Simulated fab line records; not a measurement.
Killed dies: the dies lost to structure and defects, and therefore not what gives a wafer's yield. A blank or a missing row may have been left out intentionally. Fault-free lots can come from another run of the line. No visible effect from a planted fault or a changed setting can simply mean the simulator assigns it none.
Which of the tools did it? | flow sky130 | at 1 step of a route of 708, 6 lots with 18 wafers sampled

## WHAT THE GAUGES READ, wafer by wafer
SKY_VT_ADJUST_HVTP_CD_MEAS_07 targets a cd of 380 nm.
lot  | measured     | on       | cdNm (nm)
L868 | day 6 08:53  | cdSem-01 | 374.9 378.1 375.1
L872 | day 7 10:39  | cdSem-01 | 385.0 386.4 385.0
L876 | day 8 06:20  | cdSem-01 | 380.3 381.6 380.7
L878 | day 8 20:17  | cdSem-02 | 380.6 378.9 378.7
L883 | day 10 10:24 | cdSem-02 | 382.5 384.6 383.6
L885 | day 10 17:47 | cdSem-02 | 380.1 380.8 382.7

## TOOL THAT RAN EACH LOT (tool first, then ch and the chambers of the sampled wafers, then the start)
Record: no process step prior to these readings.

## THE ANSWER, worked out from the rows above alone
Rule: what is usual is taken from the lots themselves. Put in order of their means at a reading, lots are off if they are a third of the lots or fewer, leave a main group of 4 or more, and stand apart from it by a gap of 3 or more times the standard deviation of the main group's means; of several such gaps the widest counts. If all means in a main group match to the digits the tables above print for the reading, that group is not used. Also off: a lot with no number at a reading for which 4 or more lots have one. All remaining lots with rows at the step are treated as sound.
Nothing can be told from this: no lot is off at any reading shown.

## WHAT THE SIMULATOR HAD INSERTED
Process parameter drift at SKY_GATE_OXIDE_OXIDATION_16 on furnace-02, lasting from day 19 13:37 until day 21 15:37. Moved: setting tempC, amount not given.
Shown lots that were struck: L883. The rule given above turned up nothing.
